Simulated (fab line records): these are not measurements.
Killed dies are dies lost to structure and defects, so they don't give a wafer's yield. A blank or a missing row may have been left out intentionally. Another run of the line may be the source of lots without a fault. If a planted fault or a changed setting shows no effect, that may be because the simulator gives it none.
Matching of chambers	flow gf180mcu	GF_V3_CVD_02 on pecvd-02 has 3 sister chambers
The step deposits SiO2 from TEOS, target thk 850 nm, time 94.851 s. 14 wafers are shown with their chamber, then 7 later ones without.

== WAFERS PAIRED WITH THEIR CHAMBERS ==
wafer	chamber	heater power w (W)
L076.1	2	646
L076.2	1	634
L076.5	2	700
L082.1	2	681
L082.2	1	644
L082.3	0	721
L082.4	1	681
L082.5	0	554
L082.6	2	707
L086.1	2	647
L086.2	1	646
L086.3	0	703
L087.1	1	703
L087.3	0	627

SIGNATURES (means of the wafers above)
reading	chamber 0	chamber 1	chamber 2	scatter within a chamber
heater power w	651.25	661.60	676.20	47
Rule: for a wafer and a chamber, the distance is found by dividing, reading by reading, the gap between the wafer's reading and the chamber's mean by the reading's scatter, squaring, summing and taking the root. If the next closest chamber is less than 2 further off than the closest, the wafer can't be placed; otherwise it belongs to the closest. The scatter: take each reading less its chamber's mean, square it, sum over the shown wafers, divide by the number of wafers less the number of chambers, and take the root.

== WAFERS WHOSE CHAMBER IS MISSING ==
wafer	heater power w (W)
L087.6	659
L089.3	591
L089.4	710
L089.6	657
L094.1	716
L094.2	624
L094.4	552

== WHICH CHAMBER EACH WENT THROUGH ==
wafer	from the rows above	in truth
L087.6	can't be placed: 1 or 0 or 2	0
L089.3	can't be placed: 0 or 1 or 2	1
L089.4	can't be placed: 2 or 1 or 0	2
L089.6	can't be placed: 1 or 0 or 2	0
L094.1	can't be placed: 2 or 1 or 0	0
L094.2	can't be placed: 0 or 1 or 2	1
L094.4	can't be placed: 0 or 1 or 2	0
0 of 7 placed correctly. These rows do not allow placing 7 (true chamber among the candidates in 7). Number placed wrongly: 0.
